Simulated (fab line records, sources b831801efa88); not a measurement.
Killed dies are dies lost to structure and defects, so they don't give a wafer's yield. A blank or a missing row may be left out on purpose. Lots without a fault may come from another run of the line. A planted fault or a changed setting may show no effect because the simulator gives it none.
Which tool did it? | flow sky130 | 13 lots, 39 wafers sampled, at 5 steps of a route of 708

WHAT THE GAUGES READ, wafer by wafer
SKY_VT_ADJUST_NCORE_CD_MEAS_07: target cd 380 nm.
lot  | measured     | on        | cd_nm (nm)
L904 | day 8 10:52  | cd_sem-01 | 380.0 376.5 377.5
L905 | day 8 17:09  | cd_sem-02 | 383.0 381.3 382.1
L906 | day 9 01:49  | cd_sem-02 | 380.3 380.3 380.2
L907 | day 9 09:33  | cd_sem-01 | 382.5 379.8 383.0
L908 | day 9 13:22  | cd_sem-01 | 379.7 379.7 377.7
L909 | day 10 00:49 | cd_sem-01 | 378.7 379.4 380.9
L910 | day 10 09:46 | cd_sem-01 | 383.6 381.3 379.9
L911 | day 10 15:04 | cd_sem-02 | 378.5 377.7 377.5
L912 | day 10 21:04 | cd_sem-02 | 378.5 383.2 381.3
L914 | day 11 11:11 | cd_sem-01 | 381.1 380.6 378.1
L915 | day 11 15:45 | cd_sem-01 | 379.8 383.9 380.6
L916 | day 11 23:58 | cd_sem-01 | 379.0 380.0 378.2
L917 | day 12 09:56 | cd_sem-01 | 381.7 382.6 380.9

SKY_LDD_P_OVL_MEAS_08.
lot  | measured     | on         | LDD_P_OVL (nm)
L904 | day 18 18:31 | overlay-02 | -2.1 -3.5 -4.7
L905 | day 19 01:40 | overlay-01 | -2.1 -2.1 -3.0
L906 | day 19 11:58 | overlay-02 | 0.6 0.5 -0.7
L907 | day 20 04:47 | overlay-02 | -1.0 -1.5 -0.5
L908 | day 20 07:49 | overlay-02 | -1.6 -1.4 -1.9
L909 | day 20 22:10 | overlay-01 | -0.5 1.0 -0.5
L910 | day 21 12:28 | overlay-01 | -3.0 -1.9 -1.5
L911 | day 21 17:16 | overlay-02 | 2.0 2.1 1.4
L912 | day 22 02:11 | overlay-02 | -3.6 -4.5 -4.4
L914 | day 22 18:37 | overlay-01 | -2.1 -3.4 -2.6
L915 | day 23 01:10 | overlay-01 | -2.1 -1.5 -3.8
L916 | day 23 09:12 | overlay-01 | -4.4 -4.5 -4.3
L917 | day 23 22:25 | overlay-01 | -1.4 -1.8 -3.3

SKY_LDD_HVP_TW_MEAS_10.
lot  | measured     | on            | LDD_HVP_TW
L904 | day 21 09:32 | film_metro-01 | 450 449 451
L905 | day 21 15:47 | film_metro-01 | 450 452 448
L906 | day 22 01:58 | film_metro-01 | 450 451 450
L907 | day 22 18:29 | film_metro-01 | 449 455 451
L908 | day 22 21:59 | film_metro-01 | 451 452 450
L909 | day 23 11:17 | film_metro-01 | 451 454 454
L910 | day 24 01:35 | film_metro-02 | 458 459 457
L911 | day 24 05:49 | film_metro-01 | 449 452 453
L912 | day 24 14:34 | film_metro-04 | 456 456 457
L914 | day 25 07:23 | film_metro-02 | 713 711 715
L915 | day 25 13:19 | film_metro-04 | 706 703 708
L916 | day 25 20:50 | film_metro-04 | 704 705 702
L917 | day 26 09:15 | film_metro-02 | 708 707 712

SKY_SD_N_RS_MEAS_17: measures by four-point-probe.
lot  | measured     | on            | SD_P_RS (ohm/sq)
L904 | day 27 17:16 | film_metro-03 | 146.8 147.1 147.1
L905 | day 28 00:31 | film_metro-01 | 147.1 146.6 146.7
L906 | day 28 10:48 | film_metro-02 | 146.7 146.8 147.1
L907 | day 29 01:01 | film_metro-02 | 147.4 147.4 147.3
L908 | day 29 03:45 | film_metro-03 | 147.8 147.8 147.4
L909 | day 29 17:28 | film_metro-01 | 147.1 147.0 147.5
L910 | day 30 06:02 | film_metro-02 | 147.9 147.4 147.5
L911 | day 30 09:29 | film_metro-02 | 147.0 147.0 146.7
L912 | day 30 17:14 | film_metro-02 | 147.8 147.1 147.5
L914 | day 31 10:32 | film_metro-03 | 146.9 146.8 147.3
L915 | day 31 15:30 | film_metro-01 | 146.6 146.7 146.6
L916 | day 31 22:39 | film_metro-01 | 146.4 146.2 146.5
L917 | day 32 08:52 | film_metro-03 | 146.6 146.9 146.6

WHICH TOOL RAN EACH LOT (tool, then ch and the chambers of the sampled wafers, then the start)
lot  | SKY_LDD_HVP_IMPLANT_08
L904 | implanter-03 ch 0, day 21 09:17
L905 | implanter-03 ch 0, day 21 15:34
L906 | implanter-04 ch 0, day 22 01:44
L907 | implanter-01 ch 0, day 22 18:15
L908 | implanter-01 ch 0, day 22 21:46
L909 | implanter-04 ch 0, day 23 11:03
L910 | implanter-04 ch 0, day 24 01:21
L911 | implanter-04 ch 0, day 24 05:35
L912 | implanter-03 ch 0, day 24 14:19
L914 | implanter-04 ch 0, day 25 07:08
L915 | implanter-04 ch 0, day 25 13:05
L916 | implanter-03 ch 0, day 25 20:36
L917 | implanter-04 ch 0, day 26 09:02
- SKY_LDD_HVP_IMPLANT_08

WHAT THE TOOLS THEMSELVES READ (means of the sampled wafers that have a number; where no wafer has one, the mark that the record gives instead)
The record holds no such reading with a usual standard deviation.

THE ANSWER, worked out from the rows above alone
Rule: what is usual is taken from the lots themselves. Put in order of their means at a reading, lots are off if they are a third of the lots or fewer, leave a main group of 4 or more, and stand apart from it by a gap of 3 or more times the standard deviation of the main group's means; of several such gaps the widest counts. A main group whose means are all the same, to the digits that the tables above print for the reading, isn't used. A lot without any number at a reading at which 4 lots or more have one is off too. The other lots that the step has rows for count as sound. The gauges are gone through in route order, then the tools' own readings, and for those a lot's mean is taken as printed above. The first step at which some lot is off is used, and at that step the reading that is off furthest; a lot without a number counts as furthest.
Off: L914, L915, L916, L917, at SKY_LDD_HVP_TW_MEAS_10 (LDD_HVP_TW). The main group: mean 452, standard deviation 2.7.
A tool fits if, at a process step before that reading, it ran every lot that is off, and no sound lot after the first of them. The gauges at SKY_LDD_HVP_TW_MEAS_10 are tried like those tools. None of those tried fits.

WHAT THE SIMULATOR HAD PUT IN
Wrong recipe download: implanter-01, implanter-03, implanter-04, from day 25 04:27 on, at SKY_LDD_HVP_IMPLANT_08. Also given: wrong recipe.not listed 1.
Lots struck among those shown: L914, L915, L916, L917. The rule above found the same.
